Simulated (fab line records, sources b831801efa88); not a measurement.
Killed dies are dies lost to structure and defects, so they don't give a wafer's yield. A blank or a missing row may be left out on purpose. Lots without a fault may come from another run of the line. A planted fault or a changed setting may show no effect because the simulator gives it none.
Chamber matching | flow gf180mcu | GF_STI_CMP_25 on cmp-02: 4 sister chambers
The step polishes, stops on Si3N4, t overpolish 33 s, target thk 524.6 nm. 18 wafers are shown with their chamber, then 9 later ones without.

WAFERS WITH THEIR CHAMBER
wafer  | chamber | motor_current_A (A) | overpolish_run_s (s) | time_to_endpoint_s (s)
L505.1 | 3       | 11.8                | 32.997               | 126
L505.2 | 1       | 11.6                | 32.996               | 123
L505.6 | 2       | 11.0                | 33.000               | 135
L506.1 | 3       | 11.1                | 32.992               | 133
L506.2 | 1       | 11.0                | 33.002               | 127
L506.4 | 0       | 13.1                | 33.006               | 123
L509.1 | 1       | 11.2                | 32.995               | 128
L509.4 | 0       | 12.1                | 33.006               | 133
L509.5 | 3       | 11.5                | 33.002               | 131
L510.3 | 1       | 11.2                | 33.006               | 133
L510.4 | 2       | 10.7                | 32.995               | 142
L510.6 | 2       | 10.4                | 32.988               | 134
L514.2 | 0       | 12.2                | 32.998               | 118
L514.3 | 3       | 10.8                | 32.997               | 117
L514.4 | 2       | 10.8                | 33.001               | 127
L522.1 | 3       | 11.2                | 32.986               | 122
L522.4 | 2       | 11.2                | 32.991               | 130
L522.5 | 2       | 10.5                | 32.990               | 126

SIGNATURES (means of the wafers above)
reading            | chamber 0 | chamber 1 | chamber 2 | chamber 3 | scatter within a chamber
motor_current_A    | 12.467    | 11.250    | 10.767    | 11.280    | 0.362
overpolish_run_s   | 33.00333  | 32.99975  | 32.99417  | 32.99480  | 0.00546
time_to_endpoint_s | 124.67    | 127.75    | 132.33    | 125.80    | 6.07
Rule: a wafer's distance from a chamber is the root of the sum, over the readings, of the square of ((its reading less the chamber's mean) divided by the reading's scatter). The wafer belongs to the nearest chamber; if the next one is less than 2 further off, it can't be placed. The scatter: the root of (the sum of the squares of (reading less its chamber's mean) over the shown wafers, divided by (wafers less chambers)).

WAFERS WITHOUT THEIR CHAMBER
wafer  | motor_current_A (A) | overpolish_run_s (s) | time_to_endpoint_s (s)
L523.1 | 10.5                | 33.003               | 128
L523.3 | 11.4                | 33.003               | 121
L523.4 | 12.5                | 32.998               | 119
L525.1 | 10.7                | 32.989               | 123
L525.4 | 11.0                | 33.002               | 124
L525.5 | 12.9                | 32.993               | 123
L526.3 | 11.4                | 33.014               | 128
L526.4 | 11.9                | 32.996               | 130
L526.5 | 10.2                | 32.999               | 130

WHICH CHAMBER EACH WENT THROUGH
wafer  | from the rows above               | in truth
L523.1 | can't be placed: 2 or 1 or 3      | 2
L523.3 | can't be placed: 1 or 3 or 0 or 2 | 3
L523.4 | 0                                 | 0
L525.1 | can't be placed: 2 or 3 or 1      | 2
L525.4 | can't be placed: 1 or 3 or 2      | 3
L525.5 | 0                                 | 0
L526.3 | can't be placed: 1 or 3 or 0 or 2 | 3
L526.4 | can't be placed: 3 or 1 or 0 or 2 | 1
L526.5 | can't be placed: 2 or 1 or 3      | 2
Placed correctly: 2 of 9. Can't be placed from these rows: 7 (the true chamber is among the candidates in 7). Placed wrongly: 0.
